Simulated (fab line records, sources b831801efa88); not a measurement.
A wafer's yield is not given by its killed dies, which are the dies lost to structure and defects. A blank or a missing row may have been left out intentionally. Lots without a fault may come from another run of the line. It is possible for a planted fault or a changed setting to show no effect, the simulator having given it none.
Which of the tools did it? + flow gf180mcu + 10 lots, 30 wafers sampled, at 5 steps of a route of 602

## WHAT EACH GAUGE READ, for each wafer
GF_V2_RS_MEAS_24: a four-point-probe measurement.
| lot  | measured     | on            | V2_W_RS (ohm/sq)  |
|------|--------------|---------------|-------------------|
| L399 | day 21 23:36 | film_metro-03 | 0.327 0.329 0.325 |
| L400 | day 22 14:39 | film_metro-01 | 0.323 0.331 0.331 |
| L402 | day 23 09:02 | film_metro-03 | 0.324 0.324 0.334 |
| L406 | day 24 15:20 | film_metro-03 | 0.194 0.194 0.193 |
| L408 | day 25 04:39 | film_metro-03 | 0.195 0.194 0.194 |
| L410 | day 25 15:25 | film_metro-03 | 0.322 0.324 0.329 |
| L411 | day 25 20:32 | film_metro-01 | 0.329 0.333 0.325 |
| L413 | day 26 12:48 | film_metro-01 | 0.331 0.329 0.335 |
| L418 | day 27 20:36 | film_metro-01 | 0.330 0.326 0.320 |
| L420 | day 28 14:02 | film_metro-01 | 0.323 0.330 0.327 |

GF_V2_THK_MEAS_25: measures by xrf.
| lot  | measured     | on            | V2_W_THK (nm) |
|------|--------------|---------------|---------------|
| L399 | day 21 23:43 | film_metro-03 | 358 355 359   |
| L400 | day 22 14:46 | film_metro-01 | 362 355 352   |
| L402 | day 23 09:09 | film_metro-03 | 374 374 362   |
| L406 | day 24 15:27 | film_metro-03 | - - -         |
| L408 | day 25 04:46 | film_metro-03 | - - -         |
| L410 | day 25 15:32 | film_metro-03 | 367 366 360   |
| L411 | day 25 20:39 | film_metro-01 | 356 352 359   |
| L413 | day 26 12:53 | film_metro-01 | 350 354 348   |
| L418 | day 27 20:43 | film_metro-01 | 353 354 364   |
| L420 | day 28 14:08 | film_metro-01 | 364 355 357   |

## WHICH TOOL RAN EACH LOT (tool, then ch and the chambers of the sampled wafers, then the start)
| lot  | GF_V2_CVD_02                    | GF_V2_ETCH_16                      | GF_V2_CVD_23                  |
|------|---------------------------------|------------------------------------|-------------------------------|
| L399 | pecvd-03 ch 0,1,2, day 20 21:16 | rie_diel-02 ch 0,2,3, day 21 22:44 | cvd_w-02 ch 0,1, day 21 23:29 |
| L400 | pecvd-04 ch 0,2, day 21 13:18   | rie_diel-02 ch 0,2,3, day 22 13:46 | cvd_w-01 ch 0,1, day 22 14:32 |
| L402 | pecvd-02 ch 0,2, day 22 08:21   | rie_diel-02 ch 0,1,3, day 23 08:10 | cvd_w-01 ch 0,1, day 23 08:55 |
| L406 | pecvd-02 ch 0,2, day 23 15:05   | rie_diel-02 ch 1,2,3, day 24 14:26 | cvd_w-01 ch 0,1, day 24 15:13 |
| L408 | pecvd-03 ch 0,1,2, day 24 07:41 | rie_diel-02 ch 0,1,2, day 25 03:46 | cvd_w-01 ch 0,1, day 25 04:31 |
| L410 | pecvd-04 ch 0,2, day 24 17:06   | rie_diel-03 ch 0,1,3, day 25 14:32 | cvd_w-02 ch 0,1, day 25 15:18 |
| L411 | pecvd-04 ch 0,1,2, day 24 22:09 | rie_diel-03 ch 0,1,3, day 25 19:37 | cvd_w-02 ch 0,1, day 25 20:25 |
| L413 | pecvd-04 ch 0,1,2, day 25 14:07 | rie_diel-03 ch 0,1,2, day 26 11:52 | cvd_w-02 ch 0,1, day 26 12:40 |
| L418 | pecvd-03 ch 1,2, day 26 23:12   | rie_diel-03 ch 0,3, day 27 19:43   | cvd_w-01 ch 0,1, day 27 20:29 |
| L420 | pecvd-04 ch 0,1, day 27 15:39   | rie_diel-02 ch 0,1, day 28 13:05   | cvd_w-02 ch 0,1, day 28 13:55 |
- GF_V2_CVD_02: deposits SiO2 from TEOS, target thk 850 nm, time 94.851 s.
- GF_V2_ETCH_16: etches BARC in N2/H2.
- GF_V2_CVD_23: deposits W, target thk 350 nm, time 104.94 s.

## AS READ BY THE TOOLS THEMSELVES (means over the sampled wafers that have a number; for cases with no such wafer, the mark the record gives instead)
GF_V2_CVD_02.
| lot  | tool     | heater_power_outer_w (W) | heater_power_w (W) | susceptor_temp_C (C) |
|------|----------|--------------------------|--------------------|----------------------|
| L399 | pecvd-03 | 361                      | 635                | 400.06               |
| L400 | pecvd-04 | 346                      | 617                | 400.05               |
| L402 | pecvd-02 | 328                      | 578                | 400.04               |
| L406 | pecvd-02 | 367                      | 675                | 399.67               |
| L408 | pecvd-03 | 378                      | 647                | 399.85               |
| L410 | pecvd-04 | 402                      | 687                | 400.19               |
| L411 | pecvd-04 | 347                      | 630                | 399.95               |
| L413 | pecvd-04 | 357                      | 636                | 399.94               |
| L418 | pecvd-03 | 335                      | 568                | 400.10               |
| L420 | pecvd-04 | 323                      | 586                | 400.11               |

GF_V2_ETCH_16.
| lot  | tool        | drypump_motor_current_A (A) | oes_product_au (a.u.) | throttle_valve_pct (%) |
|------|-------------|-----------------------------|-----------------------|------------------------|
| L399 | rie_diel-02 | 5.7                         | 0.856                 | 13.237                 |
| L400 | rie_diel-02 | 5.6                         | 0.854                 | 13.223                 |
| L402 | rie_diel-02 | 5.8                         | 0.854                 | 13.230                 |
| L406 | rie_diel-02 | 5.9                         | 0.852                 | 13.232                 |
| L408 | rie_diel-02 | 6.0                         | 0.849                 | 13.226                 |
| L410 | rie_diel-03 | 6.3                         | 0.856                 | 13.232                 |
| L411 | rie_diel-03 | 6.3                         | 0.853                 | 13.221                 |
| L413 | rie_diel-03 | 5.9                         | 0.851                 | 13.231                 |
| L418 | rie_diel-03 | 6.1                         | 0.858                 | 13.225                 |
| L420 | rie_diel-02 | 6.0                         | 0.854                 | 13.229                 |

GF_V2_CVD_23.
| lot  | tool     | heater_power_outer_w (W) | heater_power_w (W) | susceptor_temp_C (C) |
|------|----------|--------------------------|--------------------|----------------------|
| L399 | cvd_w-02 | 577                      | 888                | 399.94               |
| L400 | cvd_w-01 | 517                      | 875                | 400.05               |
| L402 | cvd_w-01 | 528                      | 891                | 399.77               |
| L406 | cvd_w-01 | 732                      | 1201               | 456.90               |
| L408 | cvd_w-01 | 752                      | 1213               | 456.99               |
| L410 | cvd_w-02 | 581                      | 871                | 400.13               |
| L411 | cvd_w-02 | 549                      | 878                | 399.96               |
| L413 | cvd_w-02 | 544                      | 876                | 399.95               |
| L418 | cvd_w-01 | 515                      | 870                | 400.01               |
| L420 | cvd_w-02 | 579                      | 895                | 400.02               |

## THE ANSWER, worked out from the rows above alone
Rule: usual is defined by the lots themselves. The widest of any qualifying gaps counts: lots, ordered by their means at a reading, are off when they make up no more than a third of the lots, leave a main group of 4 or more, and stand apart from it by 3 or more times the standard deviation of that group's means. The tables above print the reading to a certain number of digits; a main group whose means all agree to those digits is not used. A lot without any number at a reading at which 4 lots or more have one is off too. Any other lot the step has rows for is counted as sound. After the gauges, taken in route order, come the tools' own readings; for these a lot's mean is taken, as printed above. The first step at which some lot is off is used, and at that step the reading that is off furthest; a lot without a number counts as furthest.
Off: L406, L408, at GF_V2_RS_MEAS_24 (V2_W_RS). Main group: mean 0.328 ohm/sq, sd 0.002.
If a tool, at a process step before that reading, ran all the lots that are off and no sound lot after the first of them, it fits. Not tried: the gauges at GF_V2_RS_MEAS_24; whatever is off there is also off at GF_V2_CVD_23, on other tools, and gauge error can't account for it. No candidate that was tried fits.

## WHAT HAD BEEN PUT IN BY THE SIMULATOR
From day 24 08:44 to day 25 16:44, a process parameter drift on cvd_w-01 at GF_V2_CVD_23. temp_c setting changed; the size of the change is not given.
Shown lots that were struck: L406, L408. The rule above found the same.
